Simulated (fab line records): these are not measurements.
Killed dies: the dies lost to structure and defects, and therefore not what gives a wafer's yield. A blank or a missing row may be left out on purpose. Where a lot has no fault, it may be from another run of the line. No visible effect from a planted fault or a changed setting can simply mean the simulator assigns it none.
Which tool was responsible? + flow gf180mcu + 12 lots with 33 wafers sampled at 4 steps, on a route of 602 steps

## WHAT EACH GAUGE READ, for each wafer
GF_V4_THK_MEAS_01.
| lot  | measured     | on           | V4_CVD_00_THK (nm) |
|------|--------------|--------------|--------------------|
| L432 | day 23 20:57 | filmMetro-04 | 602 593 600        |
| L433 | day 24 06:50 | filmMetro-02 | 609 607 613        |
| L436 | day 25 10:31 | filmMetro-04 | 602 598            |
| L438 | day 26 06:37 | filmMetro-04 | 604 601            |
| L439 | day 26 17:23 | filmMetro-04 | 602 601            |
| L440 | day 27 01:04 | filmMetro-03 | 610 608 617        |
| L447 | day 29 01:20 | filmMetro-03 | 592 602 605        |
| L448 | day 29 10:50 | filmMetro-04 | 602 600 596        |
| L449 | day 29 21:34 | filmMetro-02 | 596 602 600        |
| L450 | day 29 22:23 | filmMetro-04 | 600 596 604        |
| L451 | day 30 09:06 | filmMetro-04 | 585 585 597        |
| L453 | day 30 16:41 | filmMetro-03 | 603 601 596        |

GF_V4_THK_MEAS_03.
| lot  | measured     | on           | V4_CVD_02_THK (nm) |
|------|--------------|--------------|--------------------|
| L432 | day 23 21:05 | filmMetro-03 | 838 837 862        |
| L433 | day 24 06:58 | filmMetro-03 | 854 846 855        |
| L436 | day 25 10:38 | filmMetro-02 | 849 1148           |
| L438 | day 26 06:44 | filmMetro-03 | 847 1140           |
| L439 | day 26 17:31 | filmMetro-02 | 845 1140           |
| L440 | day 27 01:12 | filmMetro-03 | 836 827 841        |
| L447 | day 29 01:28 | filmMetro-04 | 841 848 862        |
| L448 | day 29 10:58 | filmMetro-02 | 850 865 868        |
| L449 | day 29 21:42 | filmMetro-03 | 853 848 866        |
| L450 | day 29 22:31 | filmMetro-02 | 861 855 864        |
| L451 | day 30 09:14 | filmMetro-02 | 855 854 875        |
| L453 | day 30 16:49 | filmMetro-03 | 864 838 854        |

## EACH LOT AND THE TOOL THAT RAN IT (in order: tool; ch and the chambers of the sampled wafers; start)
| lot  | GF_M4_METAL_ETCH_16              | GF_V4_CVD_02                    |
|------|----------------------------------|---------------------------------|
| L432 | rieMetal-02 ch 0,1, day 23 20:12 | pecvd-04 ch 0,1,2, day 23 21:00 |
| L433 | rieMetal-04 ch 0,1, day 24 06:06 | pecvd-02 ch 0,1,2, day 24 06:54 |
| L436 | rieMetal-02 ch 0,1, day 25 09:46 | pecvd-04 ch 2, day 25 10:34     |
| L438 | rieMetal-02 ch 1, day 26 05:52   | pecvd-04 ch 1,2, day 26 06:40   |
| L439 | rieMetal-01 ch 0, day 26 16:40   | pecvd-04 ch 1,2, day 26 17:27   |
| L440 | rieMetal-01 ch 0,1, day 27 00:19 | pecvd-02 ch 0,2, day 27 01:08   |
| L447 | rieMetal-01 ch 0, day 28 23:23   | pecvd-04 ch 1,2, day 29 01:23   |
| L448 | rieMetal-02 ch 0,1, day 29 09:57 | pecvd-02 ch 0,2, day 29 10:53   |
| L449 | rieMetal-04 ch 0,1, day 29 20:25 | pecvd-04 ch 0,1, day 29 21:38   |
| L450 | rieMetal-01 ch 1, day 29 21:18   | pecvd-03 ch 0,1,2, day 29 22:27 |
| L451 | rieMetal-02 ch 0,1, day 30 08:21 | pecvd-04 ch 0,2, day 30 09:09   |
| L453 | rieMetal-04 ch 0,1, day 30 15:36 | pecvd-04 ch 0,1,2, day 30 16:44 |
- GF_M4_METAL_ETCH_16: etches the open film in Cl2/BCl3, stops on SiO2, target depth 750.8 nm, time 125.1 s.
- GF_V4_CVD_02: deposits SiO2 from TEOS, target thk 850 nm, time 94.851 s.

## WHAT THE TOOLS THEMSELVES READ (means of the sampled wafers that have a number; where no wafer has one, the mark that the record gives instead)
GF_M4_METAL_ETCH_16.
| lot  | tool        | drypumpMotorCurrentA (A) | oesProductAu (a.u.) | throttleValvePct (%) |
|------|-------------|--------------------------|---------------------|----------------------|
| L432 | rieMetal-02 | 5.2                      | 0.996               | 28.230               |
| L433 | rieMetal-04 | 6.0                      | 0.980               | 28.233               |
| L436 | rieMetal-02 | 5.4                      | 0.995               | 28.224               |
| L438 | rieMetal-02 | 5.9                      | 0.992               | 28.228               |
| L439 | rieMetal-01 | 6.3                      | 0.993               | 28.236               |
| L440 | rieMetal-01 | 6.0                      | 0.987               | 28.237               |
| L447 | rieMetal-01 | 6.3                      | 0.989               | 28.239               |
| L448 | rieMetal-02 | 5.6                      | 0.994               | 28.221               |
| L449 | rieMetal-04 | 6.0                      | 0.987               | 28.239               |
| L450 | rieMetal-01 | 5.8                      | 0.979               | 28.240               |
| L451 | rieMetal-02 | 5.2                      | 0.995               | 28.226               |
| L453 | rieMetal-04 | 6.0                      | 0.990               | 28.231               |

GF_V4_CVD_02.
| lot  | tool     | heaterPowerW (W) |
|------|----------|------------------|
| L432 | pecvd-04 | 669              |
| L433 | pecvd-02 | 591              |
| L436 | pecvd-04 | 870              |
| L438 | pecvd-04 | 749              |
| L439 | pecvd-04 | 703              |
| L440 | pecvd-02 | 599              |
| L447 | pecvd-04 | 631              |
| L448 | pecvd-02 | 586              |
| L449 | pecvd-04 | 625              |
| L450 | pecvd-03 | 626              |
| L451 | pecvd-04 | 676              |
| L453 | pecvd-04 | 697              |

## THE ANSWER, worked out from the rows above alone
Rule: what is usual is taken from the lots themselves. Put in order of their means at a reading, lots are off if they are a third of the lots or fewer, leave a main group of 4 or more, and stand apart from it by a gap of 3 or more times the standard deviation of the main group's means; of several such gaps the widest counts. A main group is skipped when, at the precision printed for the reading in the tables above, its means are all equal. A lot without any number at a reading at which 4 lots or more have one is off too. The other lots that the step has rows for count as sound. The gauges are gone through in route order, then the tools' own readings, and for those a lot's mean is taken as printed above. At the first step where some lot is off, the reading lying furthest off is the one used; lots without a number count as furthest.
Off: L436, L438, L439, seen at GF_V4_THK_MEAS_03 (V4_CVD_02_THK). The main group has a mean of 852 nm with a standard deviation of 8.1.
A tool fits if, at a process step before that reading, it ran every lot that is off, and no sound lot after the first of them. The gauges at GF_V4_THK_MEAS_03 are tried like those tools. No candidate that was tried fits.

## WHAT THE SIMULATOR HAD PUT IN
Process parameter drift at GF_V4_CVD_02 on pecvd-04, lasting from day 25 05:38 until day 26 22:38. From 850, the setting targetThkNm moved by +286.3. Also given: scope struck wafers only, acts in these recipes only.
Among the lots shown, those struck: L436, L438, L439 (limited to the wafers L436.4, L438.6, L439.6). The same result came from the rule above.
